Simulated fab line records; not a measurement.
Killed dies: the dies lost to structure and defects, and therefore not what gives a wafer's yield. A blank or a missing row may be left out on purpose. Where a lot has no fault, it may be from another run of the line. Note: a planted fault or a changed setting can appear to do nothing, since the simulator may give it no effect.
fab line records	flow sky130
[record] lots = 24	wafers = 72	last-day = 50
route steps=708 shown VIA2@510 METAL3@565 VIA3@575 METAL5@663 PAD_OPEN@707
lots with no fault: from the same line, run without faults
start-h: the number of hours between the record's first day and the start of the first shown wafer of the lot	wait-h: hours since the lot's step before	" repeats the value in the row above	L1.1+2: one row covering several wafers at once	- no value, or no start given	* or withheld: withheld	< > ~ a bound
route shown NAME@n: names a module that has steps shown in the file, with the first one's number in the route	usual: mean/standard deviation taken from wafers without a fault	same: alike in all rows	chamber/n: place in a boat	sites: each site's reading	_std_site: standard deviation across them	_edge_site: inner sites' mean taken away from outer sites' mean	radius-mm: for every site, how far away it sits from the centre of the wafer	mask NAME#n: copy n	behind: the last tool/chamber to shape the wafer	hold: the reason the lot was held/the length of the hold in hours/how it ended	device: the transistor (n, p or np) that didn't switch	end of line: tests of these same wafers at the route's end	for a step that has no rows: nothing shown but its recipe	killed: count of dies lost to structure and defects at first sort (not the wafer's yield)	map: a wafer's dies, marking killed ones x, the rest . and places with no die _
set.NAME: the setting the step ran with; set.NAME@STEP: the setting that earlier step ran with	model.NAME: the simulator's own value behind a step, which no gauge read
one table for each step of the route and one row for each wafer, over a sample of lots
services: the hour from which a tool's chamber was out of use, counted from the record's first day as start-h (under 0 if before that day), plus the number of hours and why
[[steps]]
[step SKY_VIA2_BOW_MEAS_03]
[recipe] mode = bow
[usual] VIA2_BOW = 86/7
lot.wafer	tool	chamber	start-h	wait-h	VIA2_BOW[um]
L074.1	film-metro-01	-	831.10	0.1	84
L074.2	"	-	"	"	86
L074.5	"	-	"	"	88
L075.2	film-metro-01	-	839.64	0.2	86
L075.3	"	-	"	"	80
L075.4	"	-	"	"	79
L076.2	film-metro-03	-	849.99	0.2	89
L076.4	"	-	"	"	96
L076.5	"	-	"	"	87
L077.2	film-metro-02	-	864.01	0.1	99
L077.3	"	-	"	"	91
L077.5	"	-	"	"	94
L079.2	film-metro-02	-	866.49	0.1	90
L079.4	"	-	"	"	77
L079.5	"	-	"	"	97
L078.2	film-metro-02	-	872.22	0.2	77
L078.3	"	-	"	"	78
L078.5	"	-	"	"	84
L080.3	film-metro-02	-	879.19	0.2	82
L080.4	"	-	"	"	68
L080.5	"	-	"	"	74
L081.3	film-metro-02	-	890.47	0.2	84
L081.4	"	-	"	"	90
L081.6	"	-	"	"	94
L082.2	film-metro-03	-	894.12	0.2	87
L082.3	"	-	"	"	76
L082.5	"	-	"	"	77
L083.1	film-metro-02	-	910.92	0.1	96
L083.5	"	-	"	"	92
L083.6	"	-	"	"	87
L084.1	film-metro-03	-	917.43	0.2	86
L084.3	"	-	"	"	86
L084.5	"	-	"	"	84
L085.1	film-metro-01	-	921.30	0.2	82
L085.4	"	-	"	"	87
L085.6	"	-	"	"	84
L086.1	film-metro-02	-	923.09	0.2	83
L086.3	"	-	"	"	87
L086.5	"	-	"	"	76
L087.1	film-metro-02	-	930.15	0.2	87
L087.3	"	-	"	"	80
L087.6	"	-	"	"	98
L088.2	film-metro-02	-	945.48	0.3	84
L088.3	"	-	"	"	82
L088.4	"	-	"	"	86
L089.2	film-metro-03	-	950.59	0.2	77
L089.5	"	-	"	"	85
L089.6	"	-	"	"	83
L090.1	film-metro-02	-	954.31	0.2	91
L090.4	"	-	"	"	87
L090.5	"	-	"	"	90
L091.2	film-metro-02	-	956.79	0.1	75
L091.4	"	-	"	"	98
L091.6	"	-	"	"	89
L092.1	film-metro-02	-	963.85	0.1	84
L092.2	"	-	"	"	83
L092.4	"	-	"	"	82
L094.2	film-metro-01	-	972.36	0.2	88
L094.3	"	-	"	"	88
L094.5	"	-	"	"	86
L093.1	film-metro-03	-	973.72	0.2	91
L093.2	"	-	"	"	90
L093.6	"	-	"	"	85
L095.1	film-metro-02	-	986.13	0.1	94
L095.3	"	-	"	"	103
L095.5	"	-	"	"	86
L096.1	film-metro-02	-	989.90	0.1	98
L096.5	"	-	"	"	83
L096.6	"	-	"	"	85
L097.2	film-metro-01	-	991.09	0.1	81
L097.3	"	-	"	"	79
L097.4	"	-	"	"	86
[step SKY_METAL3_DESCUM_15]
[recipe] chemistry = O2	source-power-w = 150	bias-power-w = 0	pressure-mtorr = 10	temp-c = 40	time-s = 8
[usual] drypump-motor-current-A = 5.7/0.42	oes-product-au = 0.996/0.015
lot.wafer	tool	chamber	start-h	wait-h	drypump-motor-current-A	oes-product-au	rf-hours-counter-h
L074.1	rie-metal-03	0	911.81	0.0	5.6	0.980	3
L074.2	"	1	"	"	6.2	1.001	9
L074.5	"	1	"	"	6.2	0.996	-
L075.2	rie-metal-04	1	918.48	0.0	5.2	1.011	18
L075.3	"	1	"	"	5.1	1.002	-
L075.4	"	0	"	"	5.0	0.996	-
L076.2	rie-metal-03	0	929.23	0.0	5.6	0.993	4
L076.4	"	0	"	"	5.6	0.984	-
L076.5	"	0	"	"	5.7	0.981	-
L077.2	rie-metal-04	0	941.98	0.0	5.0	0.976	9
L077.3	"	1	"	"	5.2	1.000	-
L077.5	"	0	"	"	5.0	0.979	-
L079.2	rie-metal-01	0	945.38	0.0	6.0	1.019	17
L079.4	"	1	"	"	6.0	1.023	-
L079.5	"	0	"	"	6.0	1.011	-
L078.2	rie-metal-04	1	950.89	0.0	5.2	0.999	19
L078.3	"	0	"	"	5.1	0.968	-
L078.5	"	0	"	"	5.1	0.969	-
L080.3	rie-metal-03	1	956.45	0.0	6.2	0.998	-
L080.4	"	0	"	"	5.6	0.985	-
L080.5	"	0	"	"	5.6	0.978	-
L081.3	rie-metal-01	1	967.40	0.0	5.9	1.023	-
L081.4	"	0	"	"	6.0	1.012	-
L081.6	"	1	"	"	6.0	1.023	-
L082.2	rie-metal-01	0	972.03	0.0	6.0	1.016	19
L082.3	"	0	"	"	6.0	1.019	-
L082.5	"	1	"	"	6.0	1.024	-
L083.1	rie-metal-03	1	987.74	0.0	6.2	1.007	13
L083.5	"	1	"	"	6.1	1.014	-
L083.6	"	0	"	"	5.6	0.985	-
L084.1	rie-metal-01	1	992.81	0.0	6.0	0.996	14
L084.3	"	0	"	"	6.0	1.002	-
L084.5	"	0	"	"	6.0	1.004	-
L085.1	rie-metal-01	1	997.59	0.0	6.0	1.001	14
L085.4	"	1	"	"	6.0	0.999	-
L085.6	"	1	"	"	6.0	1.009	-
L086.1	rie-metal-03	0	998.33	0.0	5.6	0.980	8
L086.3	"	0	"	"	5.6	0.977	-
L086.5	"	1	"	"	6.2	1.004	-
L087.1	rie-metal-03	0	1005.88	0.0	5.6	0.974	8
L087.3	"	0	"	"	5.6	0.974	-
L087.6	"	0	"	"	5.6	0.989	-
L088.2	rie-metal-01	0	1018.89	0.0	6.0	1.003	21
L088.3	"	1	"	"	6.0	1.009	-
L088.4	"	0	"	"	6.0	0.992	-
L089.2	rie-metal-04	1	1024.88	0.0	5.1	0.985	2
L089.5	"	1	"	"	5.2	0.994	-
L089.6	"	0	"	"	5.1	0.971	-
L090.1	rie-metal-03	1	1027.04	0.0	6.1	0.996	15
L090.4	"	1	"	"	6.2	0.992	-
L090.5	"	0	"	"	5.6	0.989	-
L091.2	rie-metal-03	1	1031.88	0.0	6.2	1.001	15
L091.4	"	1	"	"	6.2	0.994	-
L091.6	"	1	"	"	6.2	0.997	-
L092.1	rie-metal-04	0	1037.89	0.0	5.1	0.976	16
L092.2	"	1	"	"	5.2	0.988	3
L092.4	"	1	"	"	5.1	1.002	-
L094.2	rie-metal-04	1	1043.98	0.0	5.1	0.990	3
L094.3	"	1	"	"	5.2	0.991	-
L094.5	"	0	"	"	5.0	0.975	-
L093.1	rie-metal-01	0	1046.23	0.0	6.0	0.995	23
L093.2	"	1	"	"	5.9	1.014	17
L093.6	"	0	"	"	6.0	0.998	-
L095.1	rie-metal-03	1	1057.41	0.0	6.2	1.000	17
L095.3	"	1	"	"	6.2	1.007	-
L095.5	"	1	"	"	6.2	1.009	-
L096.1	rie-metal-04	1	1062.24	0.0	5.2	1.009	5
L096.5	"	0	"	"	5.0	0.975	-
L096.6	"	1	"	"	5.2	1.000	-
L097.2	rie-metal-01	0	1062.32	0.0	6.0	0.990	24
L097.3	"	1	"	"	6.0	1.010	-
L097.4	"	0	"	"	6.0	0.991	-
[step SKY_VIA3_CMP_02]
[recipe] material = SiO2	down-force-psi = 4	platen-rpm = 60	pad-velocity-m-s = 0.94248
[usual] motor-current-A = 12.4/1.8	slurry-filter-dp-kPa = 13.51/0.12
lot.wafer	tool	chamber	start-h	wait-h	motor-current-A	slurry-filter-dp-kPa
L074.1	cmp-01	0	913.69	0.4	12.8	13.38
L074.2	"	1	"	"	11.1	13.43
L074.5	"	3	"	"	9.2	13.32
L075.3	cmp-02	1	919.75	0.1	10.4	13.67
L075.4	"	2	"	"	15.4	13.72
L075.2	"	3	"	"	14.0	13.33
L076.4	cmp-01	0	930.38	0.0	12.9	13.41
L076.2	"	1	"	"	11.4	13.55
L076.5	"	1	"	"	11.3	13.41
L077.2	cmp-02	0	943.14	0.0	11.8	13.66
L077.3	"	1	"	"	10.5	13.36
L077.5	"	1	"	"	10.6	13.58
L079.4	cmp-02	2	946.73	0.1	15.7	13.51
L079.2	"	3	"	"	14.1	13.53
L079.5	"	1	"	"	10.9	13.71
L078.2	cmp-01	1	952.22	0.1	11.5	13.55
L078.3	"	2	"	"	13.2	13.56
L078.5	"	0	"	"	13.1	13.42
L080.3	cmp-02	2	957.76	0.1	15.4	13.53
L080.4	"	0	"	"	11.7	13.52
L080.5	"	2	"	"	16.0	13.48
L081.3	cmp-01	0	968.62	0.1	13.7	13.23
L081.4	"	2	"	"	12.0	13.54
L081.6	"	3	"	"	9.6	13.37
L082.2	cmp-02	3	973.77	0.1	13.9	13.54
L082.3	"	0	"	"	11.7	13.66
L082.5	"	2	"	"	15.3	13.57
L083.1	cmp-02	0	989.04	0.2	11.7	13.61
L083.6	"	1	"	"	10.8	13.42
L083.5	"	2	"	"	15.1	13.24
L084.3	cmp-02	3	994.16	0.1	14.1	13.68
L084.1	"	1	"	"	10.5	13.51
L084.5	"	3	"	"	13.4	13.47
L085.1	cmp-02	3	998.83	0.1	14.0	13.66
L085.4	"	0	"	"	12.1	13.37
L085.6	"	0	"	"	11.7	13.53
L086.3	cmp-02	0	999.55	0.0	12.5	13.58
L086.1	"	1	"	"	10.6	13.31
L086.5	"	0	"	"	11.7	13.26
L087.3	cmp-02	2	1007.03	0.0	14.2	13.55
L087.1	"	0	"	"	12.0	13.59
L087.6	"	2	"	"	15.5	13.57
L088.4	cmp-01	2	1020.03	0.0	12.9	13.67
L088.3	"	0	"	"	13.2	13.35
L088.2	"	1	"	"	10.8	13.59
L089.2	cmp-01	1	1026.08	0.1	11.1	13.51
L089.6	"	0	"	"	12.7	13.53
L089.5	"	1	"	"	11.5	13.40
L090.1	cmp-02	3	1028.18	0.1	13.3	13.52
L090.4	"	0	"	"	11.6	13.59
L090.5	"	0	"	"	12.1	13.56
L091.4	cmp-02	0	1033.07	0.0	11.8	13.65
L091.2	"	1	"	"	10.4	13.48
L091.6	"	0	"	"	11.6	13.42
L092.4	cmp-02	2	1039.03	0.0	15.1	13.66
L092.1	"	0	"	"	11.7	13.52
L092.2	"	1	"	"	10.5	13.42
L094.2	cmp-01	3	1045.17	0.0	8.9	13.49
L094.3	"	1	"	"	11.6	13.64
L094.5	"	0	"	"	13.3	13.38
L093.1	cmp-01	1	1047.42	0.1	11.8	13.40
L093.2	"	0	"	"	13.1	13.17
L093.6	"	1	"	"	11.4	13.55
L095.1	cmp-01	0	1058.56	0.1	13.8	13.47
L095.3	"	3	"	"	9.6	13.53
L095.5	"	0	"	"	13.2	13.51
L096.1	cmp-01	1	1063.98	0.6	10.6	13.77
L096.5	"	2	"	"	12.9	13.61
L096.6	"	3	"	"	9.9	13.61
L097.2	cmp-01	2	1064.13	0.6	13.4	13.42
L097.4	"	0	"	"	12.8	13.54
L097.3	"	1	"	"	11.6	13.46
[step SKY_VIA3_THK_MEAS_23]
[recipe] thk-meas-gauge = xrf	reads = W_of_VIA3_CVD_21
[usual] VIA3_W_THK = 386/7.3
lot.wafer	tool	chamber	start-h	wait-h	VIA3_W_THK[nm]
L074.1	film-metro-01	-	940.17	0.1	385
L074.2	"	-	"	"	398
L074.5	"	-	"	"	396
L075.2	film-metro-03	-	946.21	0.1	383
L075.3	"	-	"	"	375
L075.4	"	-	"	"	379
L076.2	film-metro-04	-	956.55	0.1	396
L076.4	"	-	"	"	404
L076.5	"	-	"	"	404
L077.2	film-metro-01	-	969.07	0.1	393
L077.3	"	-	"	"	385
L077.5	"	-	"	"	383
L079.2	film-metro-04	-	972.49	0.1	377
L079.4	"	-	"	"	379
L079.5	"	-	"	"	376
L078.2	film-metro-03	-	978.16	0.1	390
L078.3	"	-	"	"	390
L078.5	"	-	"	"	401
L080.3	film-metro-04	-	984.21	0.1	399
L080.4	"	-	"	"	389
L080.5	"	-	"	"	390
L081.3	film-metro-01	-	993.82	0.1	388
L081.4	"	-	"	"	377
L081.6	"	-	"	"	382
L082.2	film-metro-01	-	999.41	0.1	396
L082.3	"	-	"	"	396
L082.5	"	-	"	"	394
L083.1	film-metro-03	-	1014.10	0.1	390
L083.5	"	-	"	"	387
L083.6	"	-	"	"	398
L084.1	film-metro-03	-	1018.74	0.1	386
L084.3	"	-	"	"	386
L084.5	"	-	"	"	389
L085.1	film-metro-04	-	1023.97	0.1	384
L085.4	"	-	"	"	382
L085.6	"	-	"	"	385
L086.1	film-metro-01	-	1024.80	0.1	389
L086.3	"	-	"	"	383
L086.5	"	-	"	"	389
L087.1	film-metro-03	-	1031.48	0.1	381
L087.3	"	-	"	"	379
L087.6	"	-	"	"	373
L088.2	film-metro-03	-	1044.05	0.1	388
L088.3	"	-	"	"	387
L088.4	"	-	"	"	385
L089.2	film-metro-03	-	1049.18	0.1	394
L089.5	"	-	"	"	389
L089.6	"	-	"	"	396
L090.1	film-metro-01	-	1051.89	0.1	392
L090.4	"	-	"	"	380
L090.5	"	-	"	"	378
L091.2	film-metro-03	-	1056.92	0.1	387
L091.4	"	-	"	"	374
L091.6	"	-	"	"	382
L092.1	film-metro-04	-	1062.91	0.1	386
L092.2	"	-	"	"	378
L092.4	"	-	"	"	384
L094.2	film-metro-03	-	1068.47	0.1	382
L094.3	"	-	"	"	381
L094.5	"	-	"	"	386
L093.1	film-metro-04	-	1071.09	0.1	382
L093.2	"	-	"	"	395
L093.6	"	-	"	"	384
L095.1	film-metro-01	-	1081.40	0.1	374
L095.3	"	-	"	"	382
L095.5	"	-	"	"	378
L096.1	film-metro-04	-	1086.44	0.1	390
L096.5	"	-	"	"	391
L096.6	"	-	"	"	376
L097.2	film-metro-04	-	1086.80	0.1	379
L097.3	"	-	"	"	375
L097.4	"	-	"	"	375
[step SKY_METAL5_SPUTTER_02]
[recipe] material = AlCu	target-thk-nm = 1150	power-w = 10600	time-s = 61.2	chamber-pressure-pa = 0.4
[usual] throttle-valve-pct = 30.1/0.61
lot.wafer	tool	chamber	start-h	wait-h	throttle-valve-pct
L074.1	pvd-sputter-02	-	1015.99	0.0	30.9
L074.2	"	-	"	"	30.4
L074.5	"	-	"	"	30.9
L075.2	pvd-sputter-03	-	1022.87	0.0	29.1
L075.3	"	-	"	"	29.7
L075.4	"	-	"	"	30.6
L076.2	pvd-sputter-02	-	1033.50	0.0	30.8
L076.4	"	-	"	"	30.2
L076.5	"	-	"	"	30.3
L077.2	pvd-sputter-02	-	1043.95	0.0	31.2
L077.3	"	-	"	"	30.2
L077.5	"	-	"	"	30.4
L079.2	pvd-sputter-03	-	1046.27	0.0	28.9
L079.4	"	-	"	"	29.6
L079.5	"	-	"	"	29.2
L078.2	pvd-sputter-02	-	1053.87	0.0	30.1
L078.3	"	-	"	"	30.5
L078.5	"	-	"	"	30.0
L080.3	pvd-sputter-02	-	1056.66	0.0	30.9
L080.4	"	-	"	"	30.3
L080.5	"	-	"	"	30.4
L081.3	pvd-sputter-03	-	1066.85	0.0	28.9
L081.4	"	-	"	"	30.0
L081.6	"	-	"	"	29.8
L082.2	pvd-sputter-03	-	1072.16	0.0	30.6
L082.3	"	-	"	"	29.9
L082.5	"	-	"	"	29.5
L083.1	pvd-sputter-04	-	1086.20	0.0	29.4
L083.5	"	-	"	"	29.7
L083.6	"	-	"	"	29.4
L084.1	pvd-sputter-03	-	1088.99	0.0	29.7
L084.3	"	-	"	"	29.5
L084.5	"	-	"	"	28.9
L085.1	pvd-sputter-03	-	1093.25	0.0	31.0
L085.4	"	-	"	"	29.6
L085.6	"	-	"	"	31.0
L086.1	pvd-sputter-02	-	1093.43	0.0	30.2
L086.3	"	-	"	"	30.9
L086.5	"	-	"	"	30.2
L087.1	pvd-sputter-02	-	1101.47	0.0	30.5
L087.3	"	-	"	"	30.4
L087.6	"	-	"	"	30.4
L088.2	pvd-sputter-02	-	1112.30	0.0	31.1
L088.3	"	-	"	"	30.4
L088.4	"	-	"	"	30.4
L089.2	pvd-sputter-03	-	1116.81	0.0	30.8
L089.5	"	-	"	"	30.7
L089.6	"	-	"	"	29.8
L090.1	pvd-sputter-03	-	1118.19	0.0	30.7
L090.4	"	-	"	"	30.0
L090.5	"	-	"	"	30.0
L091.2	pvd-sputter-02	-	1125.84	0.0	30.0
L091.4	"	-	"	"	30.2
L091.6	"	-	"	"	30.5
L092.1	pvd-sputter-03	-	1131.57	0.0	29.0
L092.2	"	-	"	"	29.4
L092.4	"	-	"	"	29.9
L094.2	pvd-sputter-03	-	1134.23	0.0	29.8
L094.3	"	-	"	"	28.9
L094.5	"	-	"	"	30.8
L093.1	pvd-sputter-02	-	1135.42	0.0	30.2
L093.2	"	-	"	"	31.1
L093.6	"	-	"	"	30.2
L095.1	pvd-sputter-03	-	1146.34	0.0	29.0
L095.3	"	-	"	"	29.7
L095.5	"	-	"	"	30.8
L096.1	pvd-sputter-04	-	1152.94	0.0	29.6
L096.5	"	-	"	"	29.3
L096.6	"	-	"	"	29.2
L097.2	pvd-sputter-02	-	1153.23	0.0	30.2
L097.3	"	-	"	"	30.8
L097.4	"	-	"	"	30.3
[step SKY_PAD_OPEN_BOW_MEAS_13]
[recipe] mode = bow
[usual] PAD_OPEN_BOW = 47/9.6
lot.wafer	tool	chamber	start-h	wait-h	PAD_OPEN_BOW[um]
L074.1	film-metro-03	-	1085.96	-	42
L074.2	"	-	"	"	43
L074.5	"	-	"	"	48
L075.2	film-metro-03	-	1092.11	-	48
L075.3	"	-	"	"	43
L075.4	"	-	"	"	42
L076.2	film-metro-02	-	1100.85	-	46
L076.4	"	-	"	"	54
L076.5	"	-	"	"	42
L077.2	film-metro-04	-	1113.01	-	64
L077.3	"	-	"	"	58
L077.5	"	-	"	"	60
L079.2	film-metro-03	-	1113.75	-	53
L079.4	"	-	"	"	42
L079.5	"	-	"	"	61
L078.2	film-metro-02	-	1119.15	-	36
L078.3	"	-	"	"	38
L078.5	"	-	"	"	44
L080.3	film-metro-02	-	1123.34	-	32
L080.4	"	-	"	"	16
L080.5	"	-	"	"	22
L081.3	film-metro-04	-	1132.33	-	54
L081.4	"	-	"	"	58
L081.6	"	-	"	"	62
L082.2	film-metro-04	-	1136.28	-	48
L082.3	"	-	"	"	42
L082.5	"	-	"	"	41
L083.1	film-metro-03	-	1148.66	-	60
L083.5	"	-	"	"	56
L083.6	"	-	"	"	51
L084.1	film-metro-02	-	1150.87	-	54
L084.3	"	-	"	"	57
L084.5	"	-	"	"	54
L085.1	film-metro-03	-	1155.44	-	39
L085.4	"	-	"	"	44
L085.6	"	-	"	"	38
L086.1	film-metro-04	-	1156.04	-	47
L086.3	"	-	"	"	51
L086.5	"	-	"	"	40
L087.1	film-metro-04	-	1162.30	-	52
L087.3	"	-	"	"	43
L087.6	"	-	"	"	62
L088.2	film-metro-03	-	1173.36	-	48
L088.3	"	-	"	"	43
L088.4	"	-	"	"	47
L089.2	film-metro-03	-	1174.57	-	42
L089.5	"	-	"	"	50
L089.6	"	-	"	"	49
L090.1	film-metro-04	-	1176.18	-	55
L090.4	"	-	"	"	50
L090.5	"	-	"	"	56
L091.2	film-metro-02	-	1184.05	-	25
L091.4	"	-	"	"	44
L091.6	"	-	"	"	35
L092.1	film-metro-04	-	1188.20	-	41
L092.2	"	-	"	"	36
L092.4	"	-	"	"	38
L094.2	film-metro-02	-	1191.01	-	39
L094.3	"	-	"	"	41
L094.5	"	-	"	"	38
L093.1	film-metro-02	-	1192.49	-	48
L093.2	"	-	"	"	50
L093.6	"	-	"	"	43
L095.1	film-metro-02	-	1200.68	-	57
L095.3	"	-	"	"	64
L095.5	"	-	"	"	46
L096.1	film-metro-03	-	1206.27	-	56
L096.5	"	-	"	"	42
L096.6	"	-	"	"	42
L097.2	film-metro-03	-	1207.80	-	38
L097.3	"	-	"	"	37
L097.4	"	-	"	"	40
[[services]]
tool	chamber	start-h	hours	kind
rie-metal-01	1	902.56	12.2	repair
cmp-02	-	912.26	4.0	pm
pvd-sputter-02	-	941.62	1.5	repair
cmp-01	-	954.70	3.9	repair
cmp-01	-	957.42	3.1	repair
cmp-01	-	970.01	12.1	pm
cmp-02	-	983.78	2.5	repair
pvd-sputter-03	-	998.02	3.0	repair
pvd-sputter-03	-	1011.24	1.3	repair
cmp-02	-	1033.75	1.2	repair
pvd-sputter-02	-	1034.83	4.2	repair
pvd-sputter-04	-	1037.13	13.5	repair
cmp-02	-	1044.77	0.7	repair
cmp-02	-	1053.52	14.0	pm
cmp-02	-	1067.52	6.6	pm
cmp-02	-	1076.07	0.3	repair
cmp-01	-	1084.34	4.0	pm
cmp-01	-	1090.66	2.4	pm
cmp-02	-	1118.97	1.0	repair
cmp-02	-	1120.92	1.5	repair
cmp-01	-	1122.75	7.7	repair
pvd-sputter-02	-	1123.57	1.4	repair
cmp-02	-	1128.17	2.2	repair
pvd-sputter-02	-	1139.18	1.3	repair
[[key]]
fault none
